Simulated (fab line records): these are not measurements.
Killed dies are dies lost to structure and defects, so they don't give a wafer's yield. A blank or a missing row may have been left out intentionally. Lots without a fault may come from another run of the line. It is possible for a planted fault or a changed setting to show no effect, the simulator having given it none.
Matching of chambers || flow sky130 || cmp-01 running SKY_VIA2_CMP_24: 4 sister chambers
The step polishes, stops on SiO2, t overpolish 20 s, target thk 0 nm. 24 wafers are shown with their chamber, then 12 later ones without.

EACH WAFER AND ITS CHAMBER
{"wafer": "L078.1", "chamber": 2, "motorCurrentA (A)": 12.7, "timeToEndpointS (s)": 107, "overpolishRunS (s)": 19.994}
{"wafer": "L078.3", "chamber": 3, "motorCurrentA (A)": 9.9, "timeToEndpointS (s)": 106, "overpolishRunS (s)": 19.999}
{"wafer": "L078.6", "chamber": 0, "motorCurrentA (A)": 9.1, "timeToEndpointS (s)": 99, "overpolishRunS (s)": 19.991}
{"wafer": "L077.1", "chamber": 2, "motorCurrentA (A)": 12.3, "timeToEndpointS (s)": 106, "overpolishRunS (s)": 20.002}
{"wafer": "L077.4", "chamber": 1, "motorCurrentA (A)": 10.2, "timeToEndpointS (s)": 99, "overpolishRunS (s)": 19.996}
{"wafer": "L077.5", "chamber": 0, "motorCurrentA (A)": 9.0, "timeToEndpointS (s)": 104, "overpolishRunS (s)": 19.999}
{"wafer": "L080.2", "chamber": 3, "motorCurrentA (A)": 10.3, "timeToEndpointS (s)": 107, "overpolishRunS (s)": 19.999}
{"wafer": "L080.5", "chamber": 2, "motorCurrentA (A)": 12.0, "timeToEndpointS (s)": 103, "overpolishRunS (s)": 20.005}
{"wafer": "L080.6", "chamber": 3, "motorCurrentA (A)": 9.9, "timeToEndpointS (s)": 103, "overpolishRunS (s)": 19.997}
{"wafer": "L079.3", "chamber": 2, "motorCurrentA (A)": 12.5, "timeToEndpointS (s)": 102, "overpolishRunS (s)": 19.997}
{"wafer": "L079.4", "chamber": 0, "motorCurrentA (A)": 8.8, "timeToEndpointS (s)": 101, "overpolishRunS (s)": 20.020}
{"wafer": "L079.5", "chamber": 0, "motorCurrentA (A)": 9.3, "timeToEndpointS (s)": 98, "overpolishRunS (s)": 20.020}
{"wafer": "L082.2", "chamber": 3, "motorCurrentA (A)": 9.8, "timeToEndpointS (s)": 102, "overpolishRunS (s)": 19.994}
{"wafer": "L082.5", "chamber": 1, "motorCurrentA (A)": 9.7, "timeToEndpointS (s)": 94, "overpolishRunS (s)": 20.009}
{"wafer": "L082.6", "chamber": 0, "motorCurrentA (A)": 9.5, "timeToEndpointS (s)": 92, "overpolishRunS (s)": 20.005}
{"wafer": "L081.3", "chamber": 0, "motorCurrentA (A)": 9.3, "timeToEndpointS (s)": 96, "overpolishRunS (s)": 19.996}
{"wafer": "L081.5", "chamber": 0, "motorCurrentA (A)": 9.1, "timeToEndpointS (s)": 95, "overpolishRunS (s)": 19.991}
{"wafer": "L081.6", "chamber": 1, "motorCurrentA (A)": 10.2, "timeToEndpointS (s)": 93, "overpolishRunS (s)": 20.002}
{"wafer": "L084.1", "chamber": 3, "motorCurrentA (A)": 10.0, "timeToEndpointS (s)": 103, "overpolishRunS (s)": 20.007}
{"wafer": "L084.5", "chamber": 2, "motorCurrentA (A)": 12.4, "timeToEndpointS (s)": 100, "overpolishRunS (s)": 20.014}
{"wafer": "L084.6", "chamber": 3, "motorCurrentA (A)": 10.4, "timeToEndpointS (s)": 106, "overpolishRunS (s)": 19.999}
{"wafer": "L088.1", "chamber": 0, "motorCurrentA (A)": 9.2, "timeToEndpointS (s)": 96, "overpolishRunS (s)": 20.009}
{"wafer": "L088.2", "chamber": 3, "motorCurrentA (A)": 9.9, "timeToEndpointS (s)": 108, "overpolishRunS (s)": 19.992}
{"wafer": "L088.4", "chamber": 1, "motorCurrentA (A)": 10.5, "timeToEndpointS (s)": 93, "overpolishRunS (s)": 20.007}

SIGNATURES, as means of the wafers listed above
{"reading": "motorCurrentA", "chamber 0": 9.162, "chamber 1": 10.150, "chamber 2": 12.380, "chamber 3": 10.029, "scatter within a chamber": 0.248}
{"reading": "timeToEndpointS", "chamber 0": 97.62, "chamber 1": 94.75, "chamber 2": 103.60, "chamber 3": 105.00, "scatter within a chamber": 3.06}
{"reading": "overpolishRunS", "chamber 0": 20.00388, "chamber 1": 20.00350, "chamber 2": 20.00240, "chamber 3": 19.99814, "scatter within a chamber": 0.0085}
Rule: for a wafer and a chamber, the distance is found by dividing, reading by reading, the gap between the wafer's reading and the chamber's mean by the reading's scatter, squaring, summing and taking the root. If the next closest chamber is less than 2 further off than the closest, the wafer can't be placed; otherwise it belongs to the closest. The scatter: the root of (the sum of the squares of (reading less its chamber's mean) over the shown wafers, divided by (wafers less chambers)).

WAFERS WITH NO CHAMBER GIVEN
{"wafer": "L091.3", "motorCurrentA (A)": 10.2, "timeToEndpointS (s)": 94, "overpolishRunS (s)": 20.003}
{"wafer": "L091.4", "motorCurrentA (A)": 9.4, "timeToEndpointS (s)": 97, "overpolishRunS (s)": 20.014}
{"wafer": "L091.5", "motorCurrentA (A)": 9.7, "timeToEndpointS (s)": 86, "overpolishRunS (s)": 19.981}
{"wafer": "L092.2", "motorCurrentA (A)": 9.6, "timeToEndpointS (s)": 100, "overpolishRunS (s)": 19.987}
{"wafer": "L092.4", "motorCurrentA (A)": 13.5, "timeToEndpointS (s)": 105, "overpolishRunS (s)": 20.011}
{"wafer": "L092.6", "motorCurrentA (A)": 9.6, "timeToEndpointS (s)": 107, "overpolishRunS (s)": 19.998}
{"wafer": "L092.1", "motorCurrentA (A)": 9.8, "timeToEndpointS (s)": 105, "overpolishRunS (s)": 20.016}
{"wafer": "L092.3", "motorCurrentA (A)": 10.2, "timeToEndpointS (s)": 94, "overpolishRunS (s)": 20.003}
{"wafer": "L092.5", "motorCurrentA (A)": 12.7, "timeToEndpointS (s)": 103, "overpolishRunS (s)": 19.984}
{"wafer": "L093.1", "motorCurrentA (A)": 9.1, "timeToEndpointS (s)": 97, "overpolishRunS (s)": 20.008}
{"wafer": "L093.2", "motorCurrentA (A)": 10.3, "timeToEndpointS (s)": 109, "overpolishRunS (s)": 20.003}
{"wafer": "L093.6", "motorCurrentA (A)": 11.8, "timeToEndpointS (s)": 106, "overpolishRunS (s)": 20.008}

WHICH CHAMBER EACH ONE RAN IN
{"wafer": "L091.3", "from the rows above": 1, "in truth": 1}
{"wafer": "L091.4", "from the rows above": "can't be placed: 0 or 1", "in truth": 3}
{"wafer": "L091.5", "from the rows above": "can't be placed: 1 or 0", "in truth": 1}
{"wafer": "L092.2", "from the rows above": "can't be placed: 3 or 0 or 1", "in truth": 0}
{"wafer": "L092.4", "from the rows above": 2, "in truth": 2}
{"wafer": "L092.6", "from the rows above": "can't be placed: 3 or 0", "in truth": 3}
{"wafer": "L092.1", "from the rows above": "can't be placed: 3 or 0 or 1", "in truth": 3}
{"wafer": "L092.3", "from the rows above": 1, "in truth": 1}
{"wafer": "L092.5", "from the rows above": 2, "in truth": 2}
{"wafer": "L093.1", "from the rows above": 0, "in truth": 0}
{"wafer": "L093.2", "from the rows above": 3, "in truth": 3}
{"wafer": "L093.6", "from the rows above": 2, "in truth": 2}
Correct placement for 7 of the 12. Can't be placed from these rows: 5 (the true chamber is among the candidates in 4). Placed wrongly: 0.
